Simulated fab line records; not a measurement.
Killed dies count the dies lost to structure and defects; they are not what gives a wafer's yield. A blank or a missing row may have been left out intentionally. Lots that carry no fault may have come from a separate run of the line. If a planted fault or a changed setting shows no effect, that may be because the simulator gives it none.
A lot that was struck, set against a sound lot    flow sky130    14 out of 708 route steps
Sound: wafers L639.2, L639.3, L639.5. Wafers L649.2, L649.5, L649.6 were the ones struck. The cause is given at the end.
For every step that has rows: the tool of each side, followed by ch and its chambers, followed by its first start. Under that, the readings that differ: sound wafers    struck wafers    difference of the means    sigmas: that difference in standard deviations of wafers without a fault.
alike: words and numbers the same on both sides, and readings whose means are apart by under 2 such deviations; not compared: readings that were withheld, readings missing a value for some wafer, numbers with overlapping values and no deviation given by the record, and bounds like >300 which may hide the same value.
Wherever a step has rows on one side only, a row that says differs or no value, or a row with sigmas, the two part there. When numbers do not overlap yet have no deviation, they are printed without sigmas and do not part them. Lack of a reading on every wafer of one side parts them only where that side has two or more wafers.

first, 1 step without rows for these wafers: SKY_METAL1_DEVELOP_14 (develop time 60 s).
SKY_METAL1_CD_MEAS_15: target cd 140 nm.
  struck on cd sem-01, day 38 19:15; sound on cd sem-01, day 36 02:53
  alike: cd nm
SKY_METAL1_OVL_MEAS_16:
  struck on overlay-02, day 38 19:22; sound on overlay-01, day 36 02:59
  alike: METAL1_OVL
SKY_METAL1_DESCUM_17: chemistry O2, time 8 s.
  sound on rie metal-01 ch 0,1, day 36 03:01; struck on rie metal-01 ch 0,1, day 38 19:23
  alike: drypump motor current A, oes product au
  not compared: rf hours counter h
SKY_METAL1_ETCH_18: etches BARC in N2/H2, stops on SiO2, time 45.9 s, target depth 60 nm.
  sound on rie metal-01 ch 0,1, day 36 03:03; struck on rie metal-01 ch 0,1, day 38 19:25
  alike: drypump motor current A, oes product au, throttle valve pct
  not compared: rf hours counter h
SKY_METAL1_METAL_ETCH_19: etches the open film in Cl2/BCl3, stops on SiO2, target depth 360 nm, time 78 s.
  sound on rie metal-01 ch 0,1, day 36 03:07; struck on rie metal-01 ch 0,1, day 38 19:29
  alike: bcl3 flow sccm, drypump motor current A, oes product au, throttle valve pct
  not compared: rf hours counter h
SKY_METAL1_STRIP_20: strips in O2/N2.
  sound on plasma asher-03 ch 0,1, day 36 03:12; struck on plasma asher-02 ch 0,1, day 38 19:34
  alike: drypump motor current A, oes product au, strip time to endpoint s
  not compared: rf hours counter h
then, 4 steps without rows for these wafers: SKY_METAL1_STRIP_21 (strips in post etch residue remover, time 1200 s); SKY_METAL1_CLEAN_22 (cleans in IPA, time 180 s); SKY_METAL1_CLEAN_23 (cleans in O3/DIW); SKY_VIA1_HDPCVD_00 (deposits SiO2, target thk 1030 nm, time 171.7 s).
SKY_VIA1_THK_MEAS_01:
  struck on film metro-04, day 38 20:21; sound on film metro-02, day 36 03:57
  alike: VIA1_HDPCVD_THK
SKY_VIA1_CMP_02: polishes SiO2.
  sound on cmp-01 ch 0,1,2, day 36 04:03; struck on cmp-01 ch 1,2, day 38 20:27
  no value came back on the struck wafers for edge zone pressure frac, head pressure psi (psi), motor current A (A); on the sound wafers edge zone pressure frac reads 1.002 1.008 1.006
reading                                   sound            struck          difference  sigmas
model.SiO2_of_VIA1_HDPCVD_00.thk nm (nm)  345.1 345.5 345  1030 1002 1025  +674        
SKY_VIA1_BOW_MEAS_03:
  struck on film metro-01, day 38 21:00; sound on film metro-01, day 36 04:19
reading        sound     struck  difference                     sigmas
VIA1_BOW (um)  80 78 85  - - -   no value on the struck wafers  
  not compared: hold

== WHERE THEY PART ==
At SKY_VIA1_CMP_02 first; at SKY_VIA1_BOW_MEAS_03 last (within this record only).

WHY: whatever the simulator had introduced
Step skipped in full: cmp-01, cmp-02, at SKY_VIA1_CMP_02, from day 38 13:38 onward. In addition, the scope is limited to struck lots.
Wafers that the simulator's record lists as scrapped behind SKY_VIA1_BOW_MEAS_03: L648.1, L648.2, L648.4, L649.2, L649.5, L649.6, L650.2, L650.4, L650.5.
